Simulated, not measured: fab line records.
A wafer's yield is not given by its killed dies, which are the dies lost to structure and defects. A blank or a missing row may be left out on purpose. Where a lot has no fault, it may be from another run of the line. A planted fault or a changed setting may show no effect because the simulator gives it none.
8D (eight disciplines) problem report, filled in by code | flow gf180mcu | the parts of the form that need people (team, actions taken, sign-off) are left out

== 1. WHAT WENT WRONG ==
Mean of cd nm at GF_HV_LDD_CD_MEAS_46: 560.3 nm across 6 wafers in 2 lots; on wafers with no fault it is 400.3 nm (standard deviation 2.6). Relative to the usual mean, that is a shift of +62 standard deviations.
The step: target cd 400 nm.
Seen first at day 16 21:37 on cd sem-02, wafer L714.2. Wafers with a number at this step in the record: 36, from 12 lots. By rule, "out" or "out of limits" means more than 4 standard deviations away from the usual mean. All remaining wafers that have a number are taken as sound.

== 2. WHAT IT IS, AND WHAT IT ISN'T ==
question                    | is                     | is not
which readings at this step | cd nm                  | -
which lots                  | L714, L715             | L701, L702, L704, L706, L708, L719, L720, L721, L722, L723
which wafers of those lots  | all that have a number | -
read on which gauges        | cd sem-02              | cd sem-01
when                        | from day 16 21:37      | up to then (15 sound wafers); but 15 sound wafers of L719, L720, L721, L722, L723 came after

== 3. WHAT RULES OUT EACH SUSPECT ==
Counting: a tool at any process step up to the reading remains a suspect when it ran all the lots that are out and ran no sound lot after the first of those.
- the gauge at GF_HV_LDD_CD_MEAS_46: ruled out. All the wafers that are out were read on cd sem-02, but those of them that GF_HV_LDD_STRIP_49 has rows for are out there too, on other tools.
- litho track-01 at GF_HV_LDD_COAT_41 (resist thk 1000 nm): kept. It ran every lot that is out, first L714 (day 16 10:13), and no sound lot after that.
Left after counting: litho track-01 at GF_HV_LDD_COAT_41.

== 4. THE CAUSE (what the simulator had put in) ==
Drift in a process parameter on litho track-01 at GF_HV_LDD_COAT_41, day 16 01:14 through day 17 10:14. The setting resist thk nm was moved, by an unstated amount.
Counting left only this tool.

== 5. SEQUENCE OF EFFECTS, ordered by route ==
Each row: a reading whose mean over the struck wafers that have a number lies more than 3 standard deviations from the usual. Only readings for which the record gives a usual standard deviation are gone through. hours: the time from each lot's start at the first step in this table that gives one to its start at this step, as a median over the lots. sigmas: the change in usual standard deviations.
hours | step                 | reading                  | usual      | on struck wafers | change | sigmas
0     | GF_HV_LDD_CD_MEAS_46 | cd nm                    | 400.3 nm   | 560.3            | +160.0 | +62
0     | GF_HV_LDD_STRIP_49   | oes product au           | 0.715 a.u. | 0.345            | -0.370 | -88
0     | GF_HV_LDD_STRIP_49   | strip time to endpoint s | 12.62 s    | 2.65             | -9.97  | -99 or more
Process steps it contains:
- GF_HV_LDD_STRIP_49: strips in O2/N2.

== 6. WHAT WOULD HAVE CAUGHT IT SOONER ==
Counted from the fault's start at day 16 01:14, it took 20 hours until the first out-of-limits reading at a measuring or inspecting step in this record, taken at day 16 21:37.
Tool readings at GF_HV_LDD_COAT_41 with a usual standard deviation given in the record: none out on any struck wafer, hence no alarm at a limit of 4 standard deviations on them.
Each of the lots that are out, 2 in all, had begun GF_HV_LDD_COAT_41 on litho track-01 no later than day 16 21:37. Holding the tool at that point would not have protected any of them.
